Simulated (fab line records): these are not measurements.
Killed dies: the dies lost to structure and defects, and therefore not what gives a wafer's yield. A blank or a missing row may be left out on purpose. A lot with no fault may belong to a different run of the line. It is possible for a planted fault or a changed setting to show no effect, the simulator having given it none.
Struck lot and sound lot, side by side / flow sky130 / 16 out of 708 route steps
Sound: these wafers, L212.1, L212.2, L212.4. Wafers L225.2, L225.5 were the ones struck. The cause is named last.
At each step with rows: each side's tool, then ch and its chambers, then its first start. Under that, the readings that differ: sound wafers / struck wafers / difference of the means / sigmas: that difference in standard deviations of wafers without a fault.
alike: same words and numbers on both sides, and readings whose means sit less than 2 such deviations apart. not compared: any withheld reading, any reading some wafer has no value for, any bound like >300 that may hide the same value, and any number with overlapping values for which the record gives no deviation.
A row with sigmas, a row that says differs or no value, or rows on one side alone: a step with any of these is where the two part. Numbers that have no deviation but don't overlap get no sigmas and don't part them. A reading missing from all wafers of one side parts the sides only when that side holds two or more wafers.

SKY_VIA2_CMP_02: polishes SiO2.
  sound on cmp-02 ch 1,2,3, day 36 07:28; struck on cmp-01 ch 0,3, day 39 17:46
  alike: motorCurrentA
SKY_VIA2_BOW_MEAS_03:
  sound: filmMetro-04 at day 36 07:43; struck: filmMetro-02 at day 39 18:05
  alike: VIA2_BOW
then, 8 steps without rows for these wafers: SKY_VIA2_DEHYDRATE_04 (time 60 s); SKY_VIA2_HMDS_05 (prime time 60 s); SKY_VIA2_COAT_06 (resist thk 60 nm); SKY_VIA2_COAT_07 (resist thk 450 nm); SKY_VIA2_SOFTBAKE_08 (time 90 s); SKY_VIA2_EXPOSE_09 (exposes mask VIM2, target cd 200 nm); SKY_VIA2_PEB_10; SKY_VIA2_DEVELOP_11 (develop time 60 s).
SKY_VIA2_CD_MEAS_12: target cd 200 nm.
  sound: cdSem-02 at day 37 10:42; struck: cdSem-01 at day 40 18:41
  alike: cdNm
SKY_VIA2_OVL_MEAS_13:
  sound: overlay-02 at day 37 10:49; struck: overlay-02 at day 40 18:47
  alike: VIA2_OVL
SKY_VIA2_ETCH_14: etches BARC in N2/H2, stops on SiO2, time 45.9 s, target depth 60 nm.
  sound on rieDiel-03 ch 0,1,3, day 37 10:51; struck on rieDiel-02 ch 0,1, day 40 18:49
reading=oesProductAu (a.u.); sound=0.860 0.857 0.850; struck=1.012 0.999; difference=+0.150; sigmas=+34
reading=runLengthS (s); sound=74.5 74.1 74.4; struck=57.0 57.6; difference=-17.0; sigmas=-29
reading=model.KrF-thick_of_VIA2_COAT_07.thkNm (nm); sound=390.4 391.2 391.4; struck=408.8 409.1; difference=+18.0; sigmas=
reading=model.etch.depthNm (nm); sound=59.72 59.8 59.8; struck=49.25 48.33; difference=-10.98; sigmas=
reading=model.VIA2.cdNm (nm); sound=198.8 198.4 198.8; struck=195.9 196.3; difference=-2.6; sigmas=
  alike: drypumpMotorCurrentA, throttleValvePct
  not compared: rfHoursCounterH
SKY_VIA2_ETCH_15: etches SiO2 in C4F8/O2/Ar, stops on TiN, target depth 546 nm, time 84 s.
  sound on rieDiel-03 ch 0,1,3, day 37 10:54; struck on rieDiel-02 ch 0,1, day 40 18:52
reading=oesProductAu (a.u.); sound=0.946 0.937 0.939; struck=0.465 0.421; difference=-0.498; sigmas=-99 or more
reading=model.KrF-thick_of_VIA2_COAT_07.thkNm (nm); sound=281.5 282.6 284.2; struck=298.7 300.4; difference=+16.8; sigmas=
  alike: runLengthS
  not compared: rfHoursCounterH
SKY_VIA2_STRIP_16: strips in O2/N2.
  sound on plasmaAsher-04 ch 0,1, day 37 10:58; struck on plasmaAsher-03 ch 0,1, day 40 18:55
reading=stripTimeToEndpointS (s); sound=4.02 4.03 4.05; struck=4.22 4.22; difference=+0.19; sigmas=+6
  alike: drypumpMotorCurrentA, oesProductAu
  not compared: rfHoursCounterH
then, 1 step without rows for these wafers: SKY_VIA2_STRIP_17 (strips in post etch residue remover, time 1200 s).

== WHERE THEY PART ==
Earliest at SKY_VIA2_ETCH_14; latest, in this record, at SKY_VIA2_STRIP_16.

WHY: the cause the simulator had injected
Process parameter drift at SKY_VIA2_ETCH_14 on rieDiel-02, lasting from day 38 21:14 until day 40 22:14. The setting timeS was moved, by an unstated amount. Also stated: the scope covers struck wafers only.
